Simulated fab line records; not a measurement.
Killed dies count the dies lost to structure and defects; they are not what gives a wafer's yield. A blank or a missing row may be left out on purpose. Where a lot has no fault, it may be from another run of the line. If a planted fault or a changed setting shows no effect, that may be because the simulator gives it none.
A struck lot beside a sound one / flow sky130 / 15 steps out of a route of 708
Sound: wafers L724.1, L724.2, L724.5. Struck: wafer L743.5 (left out: L743.3, L743.4 of the same lot, which were not struck); the cause appears at the end.
Each step with rows lists, per side, the tool, then ch with its chambers, then its first start. Under that, the readings that differ: sound wafers / struck wafers / difference of the means / sigmas: that difference in standard deviations of wafers without a fault.
alike: words and numbers the same on both sides, and readings whose means are apart by under 2 such deviations; not compared: readings that were withheld, readings missing a value for some wafer, numbers with overlapping values and no deviation given by the record, and bounds like >300 which may hide the same value.
Wherever a step has rows on one side only, a row that says differs or no value, or a row with sigmas, the two part there. Numbers that don't overlap but have no deviation are shown without sigmas and don't part them. A reading missing from all wafers of one side parts the sides only when that side holds two or more wafers.

first, 6 steps without rows for these wafers: SKY_VIA4_HMDS_05 (prime time 60 s); SKY_VIA4_COAT_06 (resist thk 1140 nm); SKY_VIA4_SOFTBAKE_07 (time 60 s); SKY_VIA4_EXPOSE_08 (exposes mask VIM4, target cd 800 nm); SKY_VIA4_PEB_09; SKY_VIA4_DEVELOP_10 (develop time 60 s).
SKY_VIA4_OVL_MEAS_11:
  sound on overlay-02 at day 42 14:51; struck on overlay-02 at day 47 22:14
  alike: VIA4_OVL
SKY_VIA4_ETCH_12: etches SiO2 in C4F8/O2/Ar, stops on TiN, target depth 580 nm.
  sound on rie diel-04 ch 0,1,2, day 42 14:53; struck on rie diel-04 ch 2, day 47 22:16
  alike: oes product au
SKY_VIA4_STRIP_13: strips in O2/N2.
  sound on plasma asher-03 ch 0,1, day 42 14:58; struck on plasma asher-04 ch 0, day 47 22:22
  alike: drypump motor current A, oes product au, strip time to endpoint s
  not compared: rf hours counter h
then, 3 steps without rows for these wafers: SKY_VIA4_STRIP_14 (strips in post etch residue remover, time 1200 s); SKY_VIA4_CLEAN_15 (cleans in IPA, time 180 s); SKY_VIA4_CLEAN_16 (cleans in O3/DIW).
SKY_VIA4_SPUTTER_17: material TiN, target thk 20 nm, time 80 s.
  sound on pvd sputter-01 at day 42 15:35; struck on pvd sputter-03 at day 47 22:56
reading=model.TiN_of_VIA4_SPUTTER_17.thk nm (nm); sound=20.14 20.2 20.04; struck=20.56; difference=+0.43; sigmas=
  alike: throttle valve pct
SKY_VIA4_CVD_18: deposits W, target thk 505 nm, time 152.14 s.
  sound on cvd w-01 ch 0,1, day 42 15:38; struck on cvd w-01 ch 1, day 47 23:02
  alike: heater power w
-- the record jumps here: 2 days lie between the struck wafers' starts before and after (it left off in module VIA4 and takes up again in module PAD_OPEN, whose first step shown is number 708 of the route) --
SKY_PAD_OPEN_PROBE_99:
  the record has rows for the struck wafers here (prober-02, day 50 08:19) and none for the sound ones

== WHERE THEY PART ==
At SKY_PAD_OPEN_PROBE_99 and nowhere else, as far as this record goes.

WHY: what the simulator had put in
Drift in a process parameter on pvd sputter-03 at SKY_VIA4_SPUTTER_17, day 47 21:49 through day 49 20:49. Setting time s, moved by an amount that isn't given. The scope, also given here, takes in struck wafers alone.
